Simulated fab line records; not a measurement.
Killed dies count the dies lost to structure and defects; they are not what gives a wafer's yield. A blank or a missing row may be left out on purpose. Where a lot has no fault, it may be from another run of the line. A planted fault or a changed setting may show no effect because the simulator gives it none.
Comparing a struck lot with a sound one | flow sky130 | 17 steps out of a route of 708
Sound: the wafers L507.2, L507.4, L507.5. Wafers L525.3, L525.5, L525.6 were the ones struck. The cause comes at the end.
At each step with rows: each side's tool, then ch and its chambers, then its first start. Under that, the readings that differ: sound wafers | struck wafers | difference of the means | sigmas: that difference in standard deviations of wafers without a fault.
alike: a reading whose means differ by less than 2 such deviations, as well as words and numbers matching on both sides. not compared: withheld readings; readings where some wafer has no value; bounds like >300 that might hide an equal value; numbers whose values overlap and for which the record gives no deviation.
A row with sigmas, a row that says differs or no value, or rows on one side alone: a step with any of these is where the two part. When numbers do not overlap yet have no deviation, they are printed without sigmas and do not part them. Lack of a reading on every wafer of one side parts them only where that side has two or more wafers.

SKY_LOCAL_INTERCONNECT_RS_MEAS_01: measures by four-point-probe.
  sound on film-metro-01, day 29 14:55; struck on film-metro-03, day 35 06:18
  alike: LOCAL_INTERCONNECT_TIN_RS
SKY_LOCAL_INTERCONNECT_THK_MEAS_02: measures by xrf.
  sound on film-metro-01, day 29 15:02; struck on film-metro-03, day 35 06:24
  alike: LOCAL_INTERCONNECT_TIN_THK
then, 8 steps without rows for these wafers: SKY_LOCAL_INTERCONNECT_DEHYDRATE_03 (time 60 s); SKY_LOCAL_INTERCONNECT_HMDS_04 (prime time 60 s); SKY_LOCAL_INTERCONNECT_COAT_05 (resist thk 60 nm); SKY_LOCAL_INTERCONNECT_COAT_06 (resist thk 450 nm); SKY_LOCAL_INTERCONNECT_SOFTBAKE_07 (time 90 s); SKY_LOCAL_INTERCONNECT_EXPOSE_08 (exposes mask LI1M, target cd 170 nm); SKY_LOCAL_INTERCONNECT_PEB_09; SKY_LOCAL_INTERCONNECT_DEVELOP_10 (develop time 60 s).
SKY_LOCAL_INTERCONNECT_CD_MEAS_11 targets a cd of 170 nm.
  sound on cd-sem-01, day 30 18:02; struck on cd-sem-02, day 36 08:42
  alike: cd-nm
SKY_LOCAL_INTERCONNECT_OVL_MEAS_12:
  sound on overlay-02, day 30 18:08; struck on overlay-02, day 36 08:47
  alike: LOCAL_INTERCONNECT_OVL
SKY_LOCAL_INTERCONNECT_ETCH_13: etches BARC in N2/H2, stops on SiO2, time 45.9 s, target depth 60 nm.
  sound on rie-metal-04 ch 1, day 30 18:11; struck on rie-metal-04 ch 0,1, day 36 08:50
  reading                                                   | sound             | struck            | difference | sigmas
  oes-product-au (a.u.)                                     | 0.855 0.849 0.858 | 0.662 0.667 0.667 | -0.189     | -43
  run-length-s (s)                                          | 74.5 74.7 74.6    | 105.6 105.7 104.1 | +30.5      | +57
  model.KrF-thick_of_LOCAL_INTERCONNECT_COAT_06.thk-nm (nm) | 391.9 389.7 390.8 | 363 363.1 362.5   | -28        |
  model.LOCAL_INTERCONNECT.cd-nm (nm)                       | 170.4 169.4 172.4 | 164 164.2 162.8   | -7         |
  model.SiO2_of_SONOS_ONO_CVD_04.thk-nm (nm)                | 4.065 4.122 4.083 | 2.482 2.477 2.526 | -1.595     |
  alike: chamber-pressure-mTorr, drypump-motor-current-A, throttle-valve-pct
  not compared: rf-hours-counter-h
SKY_LOCAL_INTERCONNECT_METAL_ETCH_14: etches TiN in Cl2/BCl3, stops on PSG, target depth 110 nm, time 31.4 s.
  sound on rie-metal-04 ch 1, day 30 18:19; struck on rie-metal-04 ch 0,1, day 36 08:53
  reading                                                   | sound             | struck            | difference | sigmas
  model.KrF-thick_of_LOCAL_INTERCONNECT_COAT_06.thk-nm (nm) | 346.7 344.5 345.5 | 318.7 318.4 318.2 | -27.1      |
  model.LOCAL_INTERCONNECT.cd-nm (nm)                       | 169.9 168.6 172.4 | 162.8 163.2 164.2 | -6.9       |
  alike: bcl3-flow-sccm, chamber-pressure-mTorr, drypump-motor-current-A, oes-product-au, run-length-s, throttle-valve-pct
  not compared: rf-hours-counter-h
SKY_LOCAL_INTERCONNECT_STRIP_15: strips in O2/N2.
  sound on plasma-asher-01 ch 0,1, day 30 18:23; struck on plasma-asher-01 ch 0,1, day 36 08:58
  reading                      | sound             | struck            | difference | sigmas
  oes-product-au (a.u.)        | 0.424 0.422 0.428 | 0.411 0.415 0.417 | -0.010     | -2
  strip-time-to-endpoint-s (s) | 4.712 4.693 4.683 | 4.404 4.404 4.409 | -0.290     | -12
  alike: chamber-pressure-mTorr, drypump-motor-current-A, o2-flow-sccm
  not compared: rf-hours-counter-h
then, 1 step without rows for these wafers: SKY_LOCAL_INTERCONNECT_STRIP_16 (strips in post etch residue remover, time 1200 s).
-- here the record skips 14 days between the struck wafers' starts before and after, leaving off in module LOCAL_INTERCONNECT and picking up in module PAD_OPEN (first step shown: number 708 of the route) --
SKY_PAD_OPEN_PROBE_99:
  sound on prober-02, day 45 20:58; struck on prober-02, day 50 05:42
  reading                        | sound             | struck            | difference | sigmas
  model.etest.res-li.line-ohm-um | 73.58 74.38 72.93 | 77.57 78.19 76.13 | +3.67      |
  alike: killed_at_M0_to_M3, killed_at_M4_up, killed-at-contacts, killed-at-front-end, killed-at-other, killed-dies, killed-open, killed-short

== WHERE THEY PART ==
At SKY_LOCAL_INTERCONNECT_ETCH_13 first; at SKY_LOCAL_INTERCONNECT_STRIP_15 last (within this record only). Later steps at which nothing parts them and some readings are alike: SKY_PAD_OPEN_PROBE_99.

WHY: whatever the simulator had introduced
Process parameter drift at SKY_LOCAL_INTERCONNECT_ETCH_13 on rie-metal-04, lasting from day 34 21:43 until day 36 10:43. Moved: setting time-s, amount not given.
